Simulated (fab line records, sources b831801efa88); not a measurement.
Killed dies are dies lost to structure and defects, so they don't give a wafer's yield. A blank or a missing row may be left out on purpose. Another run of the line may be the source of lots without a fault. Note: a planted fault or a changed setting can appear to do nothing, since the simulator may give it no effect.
Matching of chambers | flow gf180mcu | GF_V2_CMP_26 on cmp-02: 4 sister chambers
The step polishes, stops on SiO2, t overpolish 15 s, target thk 0 nm. 8 wafers are shown with their chamber, then 12 later ones without.

== WAFERS WITH THEIR CHAMBER ==
wafer  | chamber | motor current A (A) | time to endpoint s (s)
L086.5 | 1       | 10.1                | 83
L088.3 | 2       | 10.0                | 88
L088.5 | 1       | 10.0                | 84
L090.1 | 3       | 9.3                 | 83
L090.6 | 0       | 12.9                | 89
L091.3 | 2       | 10.1                | 85
L091.4 | 0       | 13.4                | 85
L091.6 | 3       | 9.2                 | 85

== WAFERS WITH NO CHAMBER GIVEN ==
wafer  | motor current A (A) | time to endpoint s (s)
L092.1 | 10.4                | 83
L092.4 | 10.0                | 83
L092.6 | 10.4                | 81
L093.3 | 9.6                 | 85
L093.4 | 9.5                 | 82
L093.6 | 12.9                | 87
L094.1 | 10.1                | 81
L094.2 | 9.1                 | 90
L094.4 | 13.4                | 89
L097.3 | 10.1                | 85
L097.4 | 10.4                | 81
L097.5 | 9.3                 | 84

== WHICH CHAMBER EACH WENT THROUGH ==
wafer  | from the rows above          | in truth
L092.1 | can't be placed: 1 or 2      | 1
L092.4 | can't be placed: 1 or 2      | 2
L092.6 | can't be placed: 1 or 2      | 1
L093.3 | can't be placed: 3 or 1 or 2 | 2
L093.4 | can't be placed: 3 or 1      | 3
L093.6 | 0                            | 0
L094.1 | can't be placed: 1 or 2      | 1
L094.2 | 3                            | 3
L094.4 | 0                            | 0
L097.3 | can't be placed: 1 or 2      | 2
L097.4 | can't be placed: 1 or 2      | 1
L097.5 | 3                            | 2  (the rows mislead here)
Correct placement for 3 of the 12. Cannot be placed on the basis of these rows: 8; the candidates contain the true chamber in 8. Wrongly placed: 1.
How it was worked out, from the rows above alone: a wafer's distance from a chamber is the root of the sum, over the readings, of the square of ((its reading less the chamber's mean) divided by the reading's scatter). If the next closest chamber is less than 2 further off than the closest, the wafer can't be placed; otherwise it belongs to the closest. For every chamber, the mean is computed from those of its wafers that are shown. The scatter: take each reading less its chamber's mean, square it, sum over the shown wafers, divide by the number of wafers less the number of chambers, and take the root.
